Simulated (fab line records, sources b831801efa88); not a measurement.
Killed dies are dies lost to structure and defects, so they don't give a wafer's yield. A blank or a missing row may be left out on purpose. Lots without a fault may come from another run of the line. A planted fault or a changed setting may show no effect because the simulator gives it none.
Chamber matching | flow sky130 | SKY_VIA2_HDPCVD_00 on hdpcvd-01: 3 sister chambers
The step deposits SiO2, target thk 1180 nm, time 196.7 s. 18 wafers are shown with their chamber, then 9 later ones without.

WAFERS WITH THEIR CHAMBER
wafer  | chamber | run_length_s (s)
L716.2 | 1       | 224.5
L716.3 | 0       | 224.9
L716.4 | 0       | 225.5
L717.1 | 0       | 225.0
L717.4 | 2       | 224.2
L717.6 | 1       | 224.4
L719.1 | 2       | 224.4
L719.4 | 2       | 224.2
L719.6 | 0       | 224.9
L730.4 | 1       | 225.2
L730.5 | 0       | 225.5
L730.6 | 2       | 224.4
L731.3 | 2       | 224.2
L731.4 | 0       | 225.1
L731.5 | 2       | 224.5
L732.2 | 1       | 224.5
L732.3 | 0       | 225.0
L732.4 | 0       | 224.9

SIGNATURES (means of the wafers above)
reading      | chamber 0 | chamber 1 | chamber 2 | scatter within a chamber
run_length_s | 225.100   | 224.650   | 224.317   | 0.253
Rule: a wafer's distance from a chamber is the root of the sum, over the readings, of the square of ((its reading less the chamber's mean) divided by the reading's scatter). The wafer belongs to the nearest chamber; if the next one is less than 2 further off, it can't be placed. The scatter: the root of (the sum of the squares of (reading less its chamber's mean) over the shown wafers, divided by (wafers less chambers)).

WAFERS WITHOUT THEIR CHAMBER
wafer  | run_length_s (s)
L733.3 | 224.2
L733.5 | 224.9
L733.6 | 224.6
L734.3 | 224.5
L734.4 | 224.6
L734.5 | 224.8
L738.1 | 224.6
L738.3 | 224.2
L738.4 | 225.2

WHICH CHAMBER EACH WENT THROUGH
wafer  | from the rows above          | in truth
L733.3 | can't be placed: 2 or 1      | 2
L733.5 | can't be placed: 0 or 1 or 2 | 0
L733.6 | can't be placed: 1 or 2 or 0 | 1
L734.3 | can't be placed: 1 or 2 or 0 | 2
L734.4 | can't be placed: 1 or 2 or 0 | 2
L734.5 | can't be placed: 1 or 0 or 2 | 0
L738.1 | can't be placed: 1 or 2 or 0 | 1
L738.3 | can't be placed: 2 or 1      | 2
L738.4 | can't be placed: 0 or 1      | 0
Placed correctly: 0 of 9. Can't be placed from these rows: 9 (the true chamber is among the candidates in 9). Placed wrongly: 0.
